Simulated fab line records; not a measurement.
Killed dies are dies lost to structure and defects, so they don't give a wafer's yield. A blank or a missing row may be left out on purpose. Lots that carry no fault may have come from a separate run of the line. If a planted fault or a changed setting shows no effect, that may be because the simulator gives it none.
Chamber matching :: flow gf180mcu :: cmp-02 running GF_CONTACT_CMP_04: 4 sister chambers
The step polishes SiO2. 16 wafers are shown with their chamber, then 8 later ones without.

## WAFERS WITH THEIR CHAMBER
wafer: L820.1
chamber: 0
motor_current_A (A): 11.6
edge_zone_pressure_frac: 0.996
head_pressure_psi (psi): 4.009

wafer: L820.5
chamber: 3
motor_current_A (A): 10.8
edge_zone_pressure_frac: 1.003
head_pressure_psi (psi): 3.999

wafer: L820.6
chamber: 0
motor_current_A (A): 11.7
edge_zone_pressure_frac: 0.997
head_pressure_psi (psi): 4.001

wafer: L824.1
chamber: 1
motor_current_A (A): 10.7
edge_zone_pressure_frac: 0.998
head_pressure_psi (psi): 4.006

wafer: L824.3
chamber: 0
motor_current_A (A): 11.5
edge_zone_pressure_frac: 1.001
head_pressure_psi (psi): 3.984

wafer: L824.6
chamber: 1
motor_current_A (A): 11.1
edge_zone_pressure_frac: 1.003
head_pressure_psi (psi): 3.999

wafer: L825.1
chamber: 1
motor_current_A (A): 10.6
edge_zone_pressure_frac: 0.997
head_pressure_psi (psi): 4.013

wafer: L825.5
chamber: 1
motor_current_A (A): 11.1
edge_zone_pressure_frac: 1.008
head_pressure_psi (psi): 3.994

wafer: L825.6
chamber: 0
motor_current_A (A): 11.1
edge_zone_pressure_frac: 1.002
head_pressure_psi (psi): 4.002

wafer: L826.3
chamber: 2
motor_current_A (A): 12.2
edge_zone_pressure_frac: 1.006
head_pressure_psi (psi): 4.003

wafer: L826.4
chamber: 0
motor_current_A (A): 11.7
edge_zone_pressure_frac: 0.999
head_pressure_psi (psi): 3.999

wafer: L826.5
chamber: 3
motor_current_A (A): 11.1
edge_zone_pressure_frac: 1.003
head_pressure_psi (psi): 3.999

wafer: L830.3
chamber: 3
motor_current_A (A): 11.7
edge_zone_pressure_frac: 1.002
head_pressure_psi (psi): 3.993

wafer: L830.5
chamber: 0
motor_current_A (A): 11.7
edge_zone_pressure_frac: 1.003
head_pressure_psi (psi): 4.005

wafer: L830.6
chamber: 1
motor_current_A (A): 11.4
edge_zone_pressure_frac: 1.000
head_pressure_psi (psi): 4.000

wafer: L833.1
chamber: 0
motor_current_A (A): 11.3
edge_zone_pressure_frac: 0.994
head_pressure_psi (psi): 4.016

SIGNATURES (means of the wafers above)
reading: motor_current_A
chamber 0: 11.514
chamber 1: 10.980
chamber 2: 12.200
chamber 3: 11.200
scatter within a chamber: 0.313

reading: edge_zone_pressure_frac
chamber 0: 0.99886
chamber 1: 1.00120
chamber 2: 1.00600
chamber 3: 1.00267
scatter within a chamber: 0.00349

reading: head_pressure_psi
chamber 0: 4.00229
chamber 1: 4.00240
chamber 2: 4.00300
chamber 3: 3.99700
scatter within a chamber: 0.00829
Rule: for each reading, subtract the chamber's mean from the wafer's reading, divide by that reading's scatter and square the result; add these up over the readings and take the root, which gives the wafer's distance from the chamber. The wafer belongs to the nearest chamber; if the next one is less than 2 further off, it can't be placed. The scatter: the root of (the sum of the squares of (reading less its chamber's mean) over the shown wafers, divided by (wafers less chambers)).

## WAFERS MISSING THEIR CHAMBER
wafer: L833.2
motor_current_A (A): 11.4
edge_zone_pressure_frac: 0.997
head_pressure_psi (psi): 3.996

wafer: L833.6
motor_current_A (A): 11.9
edge_zone_pressure_frac: 1.001
head_pressure_psi (psi): 4.005

wafer: L837.1
motor_current_A (A): 12.0
edge_zone_pressure_frac: 0.997
head_pressure_psi (psi): 3.998

wafer: L837.4
motor_current_A (A): 11.4
edge_zone_pressure_frac: 1.002
head_pressure_psi (psi): 3.998

wafer: L837.6
motor_current_A (A): 11.4
edge_zone_pressure_frac: 0.998
head_pressure_psi (psi): 4.018

wafer: L839.1
motor_current_A (A): 12.2
edge_zone_pressure_frac: 0.997
head_pressure_psi (psi): 3.994

wafer: L839.3
motor_current_A (A): 11.5
edge_zone_pressure_frac: 1.005
head_pressure_psi (psi): 3.998

wafer: L839.4
motor_current_A (A): 11.1
edge_zone_pressure_frac: 1.003
head_pressure_psi (psi): 3.974

## THE CHAMBER EACH PASSED THROUGH
wafer: L833.2
from the rows above: can't be placed: 0 or 3 or 1
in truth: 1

wafer: L833.6
from the rows above: can't be placed: 0 or 2 or 3 or 1
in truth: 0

wafer: L837.1
from the rows above: can't be placed: 0 or 2 or 3 or 1
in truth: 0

wafer: L837.4
from the rows above: can't be placed: 3 or 0 or 1
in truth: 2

wafer: L837.6
from the rows above: can't be placed: 0 or 1 or 3 or 2
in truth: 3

wafer: L839.1
from the rows above: can't be placed: 0 or 2 or 3 or 1
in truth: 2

wafer: L839.3
from the rows above: can't be placed: 3 or 0 or 1 or 2
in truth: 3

wafer: L839.4
from the rows above: can't be placed: 3 or 1 or 0
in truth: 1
0 of 8 placed correctly. Can't be placed from these rows: 8 (the true chamber is among the candidates in 7). Wrongly placed: 0.
